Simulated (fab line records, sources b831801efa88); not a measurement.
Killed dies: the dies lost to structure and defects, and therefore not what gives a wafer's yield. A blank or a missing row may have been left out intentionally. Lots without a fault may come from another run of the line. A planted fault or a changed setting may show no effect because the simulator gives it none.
Which tool is to blame?	flow gf180mcu	Sampling: 11 lots, 33 wafers, 3 of 602 route steps

== WHAT THE GAUGES SHOWED, per wafer ==
GF_CONTACT_BOW_MEAS_05.
lot	measured	on	CONTACT_BOW (um)
L788	day 17 00:58	film metro-03	66 53 54
L790	day 17 16:26	film metro-04	67 91 68
L793	day 18 20:14	film metro-03	54 67 72
L794	day 19 05:16	film metro-02	57 60 64
L795	day 19 14:24	film metro-02	58 52 67
L797	day 19 22:21	film metro-03	73 61 63
L803	day 21 16:13	film metro-04	74 61 61
L804	day 22 03:50	film metro-04	81 65 58
L805	day 22 14:44	film metro-04	70 53 61
L806	day 22 19:01	film metro-02	53 64 76
L807	day 23 03:43	film metro-04	73 64 64

== WHICH TOOL RAN EACH LOT (tool, then ch and the chambers of the sampled wafers, then the start) ==
lot	GF_CONTACT_CVD_02	GF_CONTACT_CMP_04
L788	pecvd-04 ch 0,2, day 17 00:31	cmp-01 ch 1,3, day 17 00:38
L790	pecvd-02 ch 0,2, day 17 16:01	cmp-02 ch 1,2, day 17 16:08
L793	pecvd-02 ch 0,1,2, day 18 19:49	cmp-02 ch 0,1,3, day 18 19:59
L794	pecvd-01 ch 0,1, day 19 04:50	cmp-01 ch 2,3, day 19 05:01
L795	pecvd-04 ch 0,1,2, day 19 13:58	cmp-01 ch 0,1,3, day 19 14:09
L797	pecvd-01 ch 1,2, day 19 21:53	cmp-01 ch 0,1, day 19 22:04
L803	pecvd-02 ch 0,1, day 21 15:47	cmp-02 ch 0,2,3, day 21 16:01
L804	pecvd-04 ch 0,1,2, day 22 03:23	cmp-02 ch 0,1,2, day 22 03:37
L805	pecvd-01 ch 0,1, day 22 14:19	cmp-01 ch 1,2,3, day 22 14:29
L806	pecvd-01 ch 0,1,2, day 22 18:24	cmp-02 ch 0,1,3, day 22 18:41
L807	pecvd-04 ch 0,2, day 23 03:16	cmp-01 ch 0,3, day 23 03:23
- GF_CONTACT_CVD_02: deposits SiO2 from TEOS, target thk 860 nm, time 95.992 s.
- GF_CONTACT_CMP_04: polishes SiO2.

== AS READ BY THE TOOLS THEMSELVES (means over the sampled wafers that have a number; for cases with no such wafer, the mark the record gives instead) ==
GF_CONTACT_CVD_02.
lot	tool	heater power w (W)
L788	pecvd-04	733
L790	pecvd-02	574
L793	pecvd-02	650
L794	pecvd-01	790
L795	pecvd-04	608
L797	pecvd-01	707
L803	pecvd-02	782
L804	pecvd-04	565
L805	pecvd-01	832
L806	pecvd-01	728
L807	pecvd-04	659

GF_CONTACT_CMP_04.
lot	tool	motor current A (A)	platen rpm (rpm)	slurry flow ml min	time to endpoint s (s)
L788	cmp-01	12.4	60.07	150.7	113
L790	cmp-02	10.9	60.01	149.9	108
L793	cmp-02	11.9	60.00	149.8	116
L794	cmp-01	12.0	60.03	149.8	103
L795	cmp-01	12.4	60.01	149.7	116
L797	cmp-01	12.0	60.00	149.8	108
L803	cmp-02	11.6	59.98	150.0	112
L804	cmp-02	11.5	60.01	150.1	114
L805	cmp-01	12.5	59.97	149.5	111
L806	cmp-02	12.0	59.99	149.8	112
L807	cmp-01	11.9	60.01	150.3	115

== THE ANSWER, worked out from the rows above alone ==
Rule: what is usual is taken from the lots themselves. Put in order of their means at a reading, lots are off if they are a third of the lots or fewer, leave a main group of 4 or more, and stand apart from it by a gap of 3 or more times the standard deviation of the main group's means; of several such gaps the widest counts. The tables above print the reading to a certain number of digits; a main group whose means all agree to those digits is not used. A lot without any number at a reading at which 4 lots or more have one is off too. All remaining lots with rows at the step are treated as sound. After the gauges, taken in route order, come the tools' own readings; for these a lot's mean is taken, as printed above. The first step at which some lot is off is used, and at that step the reading that is off furthest; a lot without a number counts as furthest.
None of the lots is off at any reading shown; this tells nothing.

== WHAT THE SIMULATOR HAD PUT IN ==
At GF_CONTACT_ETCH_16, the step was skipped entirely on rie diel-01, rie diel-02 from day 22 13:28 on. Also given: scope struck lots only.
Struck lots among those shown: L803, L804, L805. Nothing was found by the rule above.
